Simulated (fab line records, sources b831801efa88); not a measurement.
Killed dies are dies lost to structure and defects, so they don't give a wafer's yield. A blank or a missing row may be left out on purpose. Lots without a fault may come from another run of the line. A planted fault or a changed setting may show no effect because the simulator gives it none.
Which tool did it? | flow gf180mcu | 12 lots, 36 wafers sampled, at 5 steps of a route of 602

WHAT THE GAUGES READ, wafer by wafer
GF_VT_IMPLANT_RS_MEAS_46: measures by four-point-probe. Usual: MVSD_RS 457.4 ohm/sq, standard deviation 0.98.
lot  | measured     | on            | MVSD_RS (ohm/sq)  | flag
L983 | day 8 03:01  | film_metro-02 | 457.5 456.5 458.0 |
L984 | day 8 10:00  | film_metro-04 | 456.2 457.4 455.5 |
L986 | day 9 00:50  | film_metro-04 | 456.7 458.8 458.2 |
L987 | day 9 07:47  | film_metro-04 | 458.2 457.4 458.5 |
L989 | day 9 18:59  | film_metro-02 | 457.8 458.8 458.6 |
L990 | day 10 01:20 | film_metro-01 | 457.5 456.7 457.3 |
L991 | day 10 07:36 | film_metro-04 | 456.6 456.7 457.2 |
L992 | day 10 14:31 | film_metro-01 | 458.6 457.9 457.3 |
L993 | day 10 23:58 | film_metro-02 | 459.1 458.6 457.9 |
L994 | day 11 05:32 | film_metro-04 | 456.8 457.7 457.3 |
L996 | day 11 17:02 | film_metro-04 | 457.1 457.4 456.3 |
L103 | day 13 19:00 | film_metro-04 | 457.2 456.0 455.2 |

GF_DUAL_GATE_THK_MEAS_03. Usual: DUAL_GATE_OXIDATION_00_THK 10.83 nm, standard deviation 0.21.
lot  | measured     | on            | DUAL_GATE_OXIDATION_00_THK (nm) | flag
L983 | day 8 05:35  | film_metro-02 | 10.89 10.74 10.84               |
L984 | day 8 15:11  | film_metro-03 | 10.52 10.50 10.40               |
L986 | day 9 03:20  | film_metro-03 | 10.85 10.87 10.74               |
L987 | day 9 11:08  | film_metro-02 | 11.06 10.78 11.03               |
L989 | day 9 21:05  | film_metro-01 | 10.92 10.86 10.81               |
L990 | day 10 03:26 | film_metro-03 | 10.63 10.63 10.33               |
L991 | day 10 09:41 | film_metro-03 | 10.65 10.85 10.77               |
L992 | day 10 18:13 | film_metro-01 | 10.71 10.88 10.94               |
L993 | day 11 02:46 | film_metro-02 | 12.28 12.10 12.23               | OFF
L994 | day 11 08:21 | film_metro-01 | 12.42 12.25 12.30               | OFF
L996 | day 11 19:07 | film_metro-03 | 12.65 12.50 12.36               | OFF
L103 | day 13 21:06 | film_metro-03 | 11.07 11.00 10.86               |

WHICH TOOL RAN EACH LOT (tool, then ch and the chambers of the sampled wafers, then the start)
lot  | GF_VT_IMPLANT_STRIP_09              | GF_VT_IMPLANT_STRIP_42               | GF_DUAL_GATE_OXIDATION_02
L983 | plasma_asher-04 ch 0, day 6 04:33   | plasma_asher-01 ch 0,1, day 8 02:42  | furnace-02 ch 0, day 8 04:08
L984 | plasma_asher-01 ch 0,1, day 6 09:36 | plasma_asher-04 ch 0,1, day 8 09:40  | furnace-02 ch 0, day 8 13:43
L986 | plasma_asher-04 ch 0,1, day 6 23:07 | plasma_asher-03 ch 0,1, day 9 00:28  | furnace-02 ch 0, day 9 01:51
L987 | plasma_asher-03 ch 0,1, day 7 06:10 | plasma_asher-03 ch 0,1, day 9 07:27  | furnace-01 ch 0, day 9 09:41
L989 | plasma_asher-01 ch 0,1, day 7 16:11 | plasma_asher-04 ch 0,1, day 9 18:40  | furnace-02 ch 0, day 9 19:37
L990 | plasma_asher-04 ch 0,1, day 7 22:22 | plasma_asher-03 ch 0,1, day 10 01:01 | furnace-02 ch 0, day 10 01:59
L991 | plasma_asher-03 ch 0,1, day 8 03:59 | plasma_asher-03 ch 0,1, day 10 07:17 | furnace-02 ch 0, day 10 08:13
L992 | plasma_asher-04 ch 0,1, day 8 10:20 | plasma_asher-04 ch 0,1, day 10 14:12 | furnace-02 ch 0, day 10 16:45
L993 | plasma_asher-01 ch 0,1, day 8 19:03 | plasma_asher-01 ch 0,1, day 10 23:38 | furnace-02 ch 0, day 11 01:17
L994 | plasma_asher-03 ch 0,1, day 8 23:44 | plasma_asher-01 ch 0,1, day 11 05:12 | furnace-02 ch 0, day 11 06:53
L996 | plasma_asher-03 ch 0,1, day 9 09:20 | plasma_asher-04 ch 0,1, day 11 16:42 | furnace-02 ch 0, day 11 17:39
L103 | plasma_asher-04 ch 1, day 11 07:42  | plasma_asher-03 ch 0,1, day 13 18:37 | furnace-01 ch 0, day 13 19:38
- GF_VT_IMPLANT_STRIP_09: strips in O2/N2.
- GF_VT_IMPLANT_STRIP_42: strips in O2/N2.
- GF_DUAL_GATE_OXIDATION_02: stabilise 600 s, purge 300 s, target thk 10.887 nm.

WHAT THE TOOLS THEMSELVES READ (means of the sampled wafers that have a number; where no wafer has one, the mark that the record gives instead)
GF_VT_IMPLANT_STRIP_09. Usual: chamber_pressure_mTorr 1499.9 mTorr, standard deviation 1.3; drypump_motor_current_A 5.3 A, standard deviation 0.52; heater_power_w 347 W, standard deviation 43; oes_product_au 0.716 a.u., standard deviation 0.0043; strip_time_to_endpoint_s 12.64 s, standard deviation 0.031.
lot  | tool            | chamber_pressure_mTorr (mTorr) | drypump_motor_current_A (A) | heater_power_w (W) | oes_product_au (a.u.) | strip_time_to_endpoint_s (s) | flag
L983 | plasma_asher-04 | 1500.5                         | 4.6                         | 310                | 0.716                 | 12.64                        |
L984 | plasma_asher-01 | 1500.3                         | 5.2                         | 348                | 0.717                 | 12.64                        |
L986 | plasma_asher-04 | 1500.3                         | 5.0                         | 351                | 0.717                 | 12.66                        |
L987 | plasma_asher-03 | 1499.2                         | 5.6                         | 308                | 0.715                 | 12.63                        |
L989 | plasma_asher-01 | 1500.2                         | 5.6                         | 367                | 0.711                 | 12.71                        |
L990 | plasma_asher-04 | 1499.3                         | 5.3                         | 385                | 0.717                 | 12.67                        |
L991 | plasma_asher-03 | 1500.4                         | 5.3                         | 327                | 0.719                 | 12.63                        |
L992 | plasma_asher-04 | 1499.3                         | 5.3                         | 388                | 0.714                 | 12.69                        |
L993 | plasma_asher-01 | 1501.6                         | 5.2                         | 349                | 0.715                 | 12.63                        |
L994 | plasma_asher-03 | 1500.8                         | 5.5                         | 309                | 0.714                 | 12.64                        |
L996 | plasma_asher-03 | 1500.5                         | 5.6                         | 310                | 0.717                 | 12.62                        |
L103 | plasma_asher-04 | 1499.3                         | 5.7                         | 417                | 0.716                 | 12.66                        |

GF_VT_IMPLANT_STRIP_42. Usual: chamber_pressure_mTorr 1500.1 mTorr, standard deviation 1.2; drypump_motor_current_A 5.3 A, standard deviation 0.52; heater_power_w 350 W, standard deviation 46; oes_product_au 0.716 a.u., standard deviation 0.0045; strip_time_to_endpoint_s 12.65 s, standard deviation 0.031.
lot  | tool            | chamber_pressure_mTorr (mTorr) | drypump_motor_current_A (A) | heater_power_w (W) | oes_product_au (a.u.) | strip_time_to_endpoint_s (s) | flag
L983 | plasma_asher-01 | 1500.8                         | 5.6                         | 361                | 0.720                 | 12.67                        |
L984 | plasma_asher-04 | 1501.0                         | 5.0                         | 349                | 0.717                 | 12.66                        |
L986 | plasma_asher-03 | 1501.1                         | 5.5                         | 308                | 0.715                 | 12.65                        |
L987 | plasma_asher-03 | 1500.5                         | 5.6                         | 311                | 0.722                 | 12.65                        |
L989 | plasma_asher-04 | 1500.0                         | 5.0                         | 351                | 0.720                 | 12.66                        |
L990 | plasma_asher-03 | 1500.4                         | 5.2                         | 328                | 0.716                 | 12.65                        |
L991 | plasma_asher-03 | 1498.5                         | 5.3                         | 329                | 0.714                 | 12.68                        |
L992 | plasma_asher-04 | 1500.8                         | 4.9                         | 349                | 0.721                 | 12.60                        |
L993 | plasma_asher-01 | 1500.1                         | 5.2                         | 350                | 0.714                 | 12.68                        |
L994 | plasma_asher-01 | 1500.4                         | 5.2                         | 352                | 0.711                 | 12.64                        |
L996 | plasma_asher-04 | 1500.4                         | 5.3                         | 383                | 0.715                 | 12.67                        |
L103 | plasma_asher-03 | 1499.9                         | 5.5                         | 308                | 0.713                 | 12.60                        |

GF_DUAL_GATE_OXIDATION_02. Usual: ox_temp_c 900.0 C, standard deviation 0.36; ox_temp_c_max 903.5, standard deviation 1.4; spike_tc_top_C 910.4 C, standard deviation 2.4.
lot  | tool       | ox_temp_c (C) | ox_temp_c_max | spike_tc_top_C (C) | flag
L983 | furnace-02 | 899.5         | 901.6         | 913.0              |
L984 | furnace-02 | 900.2         | 903.0         | 911.6              |
L986 | furnace-02 | 900.0         | 902.9         | 912.5              |
L987 | furnace-01 | 900.2         | 905.6         | 906.9              |
L989 | furnace-02 | 900.0         | 902.7         | 912.6              |
L990 | furnace-02 | 899.8         | 902.4         | 912.6              |
L991 | furnace-02 | 899.8         | 902.5         | 911.2              |
L992 | furnace-02 | 900.1         | 902.8         | 911.9              |
L993 | furnace-02 | 900.2         | 903.0         | 910.5              |
L994 | furnace-02 | 900.1         | 902.7         | 911.4              |
L996 | furnace-02 | 899.7         | 902.2         | 912.7              |
L103 | furnace-01 | 900.2         | 905.1         | 906.9              |

THE ANSWER, worked out from the rows above alone
Rule: a lot is off if the mean of its wafers that have a number lies more than 3 standard deviations from the usual mean. A lot without any number at a reading at which 4 lots or more have one is off too. The other lots that the step has rows for count as sound. The gauges are gone through in route order, then the tools' own readings, and for those a lot's mean is taken as printed above. The first step at which some lot is off is used, and at that step the reading that is off furthest; a lot without a number counts as furthest.
Off: L993, L994, L996, at GF_DUAL_GATE_THK_MEAS_03 (DUAL_GATE_OXIDATION_00_THK).
A tool fits if, at a process step before that reading, it ran every lot that is off, and no sound lot after the first of them. The gauges at GF_DUAL_GATE_THK_MEAS_03 are tried like those tools. One fits: furnace-02 at GF_DUAL_GATE_OXIDATION_02. Its last sound lot is L992 (day 10 16:45), its first lot that is off L993 (day 11 01:17): a fault that began between those two fits.

WHAT THE SIMULATOR HAD PUT IN
Process parameter drift: furnace-02, from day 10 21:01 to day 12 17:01, at GF_DUAL_GATE_OXIDATION_02. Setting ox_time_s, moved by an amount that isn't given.
Lots struck among those shown: L993, L994, L996. The rule above found the same.
